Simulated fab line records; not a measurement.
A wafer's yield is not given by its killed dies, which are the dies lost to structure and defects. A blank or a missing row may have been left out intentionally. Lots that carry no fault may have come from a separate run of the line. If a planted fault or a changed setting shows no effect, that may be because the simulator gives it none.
Which of the tools did it? | flow gf180mcu | 12 lots with 36 wafers sampled at 5 steps, on a route of 602 steps

== WHAT THE GAUGES READ, wafer by wafer ==
GF_V3_BOW_MEAS_05. Usual: V3_BOW 114 um, standard deviation 7.9.
lot  | measured     | on            | V3_BOW (um) | flag
L353 | day 21 06:02 | film-metro-02 | 126 108 127 |
L354 | day 21 17:22 | film-metro-02 | 126 132 133 |
L355 | day 22 02:38 | film-metro-01 | 124 105 116 |
L356 | day 22 11:06 | film-metro-03 | 116 115 124 |
L361 | day 24 07:43 | film-metro-02 | 113 118 103 |
L363 | day 25 01:23 | film-metro-02 | 110 110 110 |
L365 | day 25 17:49 | film-metro-03 | 113 113 114 |
L366 | day 26 01:28 | film-metro-01 | 107 112 104 |
L372 | day 27 20:42 | film-metro-03 | 109 106 123 |
L373 | day 28 04:46 | film-metro-02 | 110 113 112 |
L374 | day 28 06:18 | film-metro-02 | 125 115 117 |
L376 | day 28 23:17 | film-metro-01 | 121 127 132 |

GF_V4_THK_MEAS_01. Usual: V4_CVD_00_THK 599 nm, standard deviation 6.
lot  | measured     | on            | V4_CVD_00_THK (nm) | flag
L353 | day 23 06:17 | film-metro-04 | 589 595 593        |
L354 | day 23 17:33 | film-metro-04 | 599 599 602        |
L355 | day 24 02:50 | film-metro-03 | 600 598 606        |
L356 | day 24 11:01 | film-metro-04 | 601 603 599        |
L361 | day 26 04:34 | film-metro-01 | 598 610 595        |
L363 | day 26 20:41 | film-metro-03 | 602 604 604        |
L365 | day 27 14:26 | film-metro-03 | 611 601 608        |
L366 | day 27 21:56 | film-metro-04 | 590 594 601        |
L372 | day 29 11:58 | film-metro-01 | 596 511 596        | OFF
L373 | day 29 21:34 | film-metro-03 | 514 590 518        | OFF
L374 | day 29 22:37 | film-metro-01 | 590 591 512        | OFF
L376 | day 30 15:38 | film-metro-03 | 604 612 609        |

== WHICH TOOL RAN EACH LOT (tool, then ch and the chambers of the sampled wafers, then the start) ==
lot  | GF_V3_CMP_04                  | GF_V3_SPUTTER_21             | GF_V4_CVD_00
L353 | cmp-01 ch 0,1, day 21 05:44   | pvd-sputter-03, day 22 06:21 | hdpcvd-01 ch 1,2, day 23 06:12
L354 | cmp-01 ch 0,1,3, day 21 17:13 | pvd-sputter-02, day 22 17:22 | hdpcvd-02 ch 0,1,2, day 23 17:29
L355 | cmp-01 ch 0,3, day 22 02:20   | pvd-sputter-01, day 23 02:23 | hdpcvd-01 ch 0,1,2, day 24 02:46
L356 | cmp-02 ch 0,1,3, day 22 10:48 | pvd-sputter-02, day 23 11:20 | hdpcvd-02 ch 0,1,2, day 24 10:57
L361 | cmp-02 ch 0,1,2, day 24 07:27 | pvd-sputter-02, day 25 05:50 | hdpcvd-02 ch 0,1,2, day 26 04:30
L363 | cmp-01 ch 0,3, day 25 01:05   | pvd-sputter-02, day 25 22:39 | hdpcvd-02 ch 0,1, day 26 20:35
L365 | cmp-01 ch 1,2,3, day 25 17:31 | pvd-sputter-02, day 26 15:40 | hdpcvd-01 ch 1,2, day 27 14:21
L366 | cmp-01 ch 0,1,3, day 26 01:13 | pvd-sputter-01, day 26 23:34 | hdpcvd-02 ch 0,1,2, day 27 21:52
L372 | cmp-02 ch 1,2,3, day 27 20:24 | pvd-sputter-01, day 28 16:29 | hdpcvd-02 ch 0,1, day 29 11:53
L373 | cmp-01 ch 0,1,3, day 28 04:30 | pvd-sputter-02, day 29 01:22 | hdpcvd-02 ch 0,1, day 29 21:29
L374 | cmp-01 ch 0,2,3, day 28 06:00 | pvd-sputter-01, day 29 01:42 | hdpcvd-02 ch 0,1,2, day 29 22:32
L376 | cmp-02 ch 1,3, day 28 23:02   | pvd-sputter-02, day 29 19:17 | hdpcvd-01 ch 0,1, day 30 15:33
- GF_V3_CMP_04: polishes SiO2.
- GF_V3_SPUTTER_21: material Ti, target thk 15 nm, time 80.02 s.
- GF_V4_CVD_00: deposits SiO2, target thk 600 nm, time 100 s.

== WHAT THE TOOLS THEMSELVES READ (means of the sampled wafers that have a number; where no wafer has one, the mark that the record gives instead) ==
GF_V3_CMP_04. Usual: motor-current-A 12.7 A, standard deviation 1.7; retaining-ring-pressure-frac 0.999, standard deviation 0.0047; time-to-endpoint-s 81 s, standard deviation 6.
lot  | tool   | motor-current-A (A) | retaining-ring-pressure-frac | time-to-endpoint-s (s) | flag
L353 | cmp-01 | 12.4                | 0.999                        | 87                     |
L354 | cmp-01 | 13.8                | 0.999                        | 83                     |
L355 | cmp-01 | 14.6                | 0.995                        | 78                     |
L356 | cmp-02 | 11.1                | 1.000                        | 80                     |
L361 | cmp-02 | 11.7                | 1.002                        | 91                     |
L363 | cmp-01 | 15.2                | 0.999                        | 83                     |
L365 | cmp-01 | 12.9                | 1.002                        | 77                     |
L366 | cmp-01 | 13.8                | 1.001                        | 80                     |
L372 | cmp-02 | 11.2                | 0.998                        | 79                     |
L373 | cmp-01 | 13.6                | 0.999                        | 86                     |
L374 | cmp-01 | 13.2                | 0.993                        | 79                     |
L376 | cmp-02 | 10.9                | 0.999                        | 74                     |

GF_V3_SPUTTER_21. Usual: chamber-pressure-pa 5.000 Pa, standard deviation 0.0095; throttle-valve-pct 30.4 %, standard deviation 0.75.
lot  | tool           | chamber-pressure-pa (Pa) | throttle-valve-pct (%) | flag
L353 | pvd-sputter-03 | 5.004                    | 30.1                   |
L354 | pvd-sputter-02 | 5.004                    | 30.0                   |
L355 | pvd-sputter-01 | 4.993                    | 30.9                   |
L356 | pvd-sputter-02 | 4.997                    | 30.0                   |
L361 | pvd-sputter-02 | 4.992                    | 30.5                   |
L363 | pvd-sputter-02 | 4.997                    | 30.9                   |
L365 | pvd-sputter-02 | 4.999                    | 30.8                   |
L366 | pvd-sputter-01 | 5.007                    | 30.6                   |
L372 | pvd-sputter-01 | 5.008                    | 30.6                   |
L373 | pvd-sputter-02 | 5.001                    | 30.4                   |
L374 | pvd-sputter-01 | 5.005                    | 30.4                   |
L376 | pvd-sputter-02 | 4.995                    | 30.8                   |

GF_V4_CVD_00. Usual: sih4-flow-sccm reads 60.02 sccm (standard deviation 0.17).
lot  | tool      | sih4-flow-sccm (sccm) | flag
L353 | hdpcvd-01 | 60.09                 |
L354 | hdpcvd-02 | 60.04                 |
L355 | hdpcvd-01 | 60.21                 |
L356 | hdpcvd-02 | 59.95                 |
L361 | hdpcvd-02 | 60.11                 |
L363 | hdpcvd-02 | 60.11                 |
L365 | hdpcvd-01 | 59.98                 |
L366 | hdpcvd-02 | 60.00                 |
L372 | hdpcvd-02 | 57.03                 | OFF
L373 | hdpcvd-02 | 54.08                 | OFF
L374 | hdpcvd-02 | 56.82                 | OFF
L376 | hdpcvd-01 | 59.90                 |

== THE ANSWER, worked out from the rows above alone ==
Rule: lot off if the mean of its wafers having a number is beyond 3 standard deviations from the usual mean. Also off: a lot with no number at a reading for which 4 or more lots have one. Any other lot the step has rows for is counted as sound. Order of review: gauges by route order, followed by the tools' own readings, for which a lot's mean as printed above is used. At the first step where some lot is off, the reading lying furthest off is the one used; lots without a number count as furthest.
Off: at GF_V4_THK_MEAS_01 (V4_CVD_00_THK), L372, L373, L374.
If a tool, at a process step before that reading, ran all the lots that are off and no sound lot after the first of them, it fits. Not tried: the gauges at GF_V4_THK_MEAS_01; whatever is off there is also off at GF_V4_CVD_00, on other tools, and gauge error can't account for it. One fits: GF_V4_CVD_00 on hdpcvd-02. Its last sound lot is L366 (day 27 21:52), its first lot that is off L372 (day 29 11:53): a fault that began between those two fits.
The tool's own readings at GF_V4_CVD_00 bear it out: on the lots that are off they differ by more than 5 times the standard deviation of the sound lots' means. sih4-flow-sccm reads 55.98 sccm there against 60.04 sccm on the sound lots.

== WHAT THE SIMULATOR HAD PUT IN ==
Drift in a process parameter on hdpcvd-02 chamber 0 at GF_V4_CVD_00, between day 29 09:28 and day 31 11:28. The setting sih4-flow-sccm was moved by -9, starting from 60. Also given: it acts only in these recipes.
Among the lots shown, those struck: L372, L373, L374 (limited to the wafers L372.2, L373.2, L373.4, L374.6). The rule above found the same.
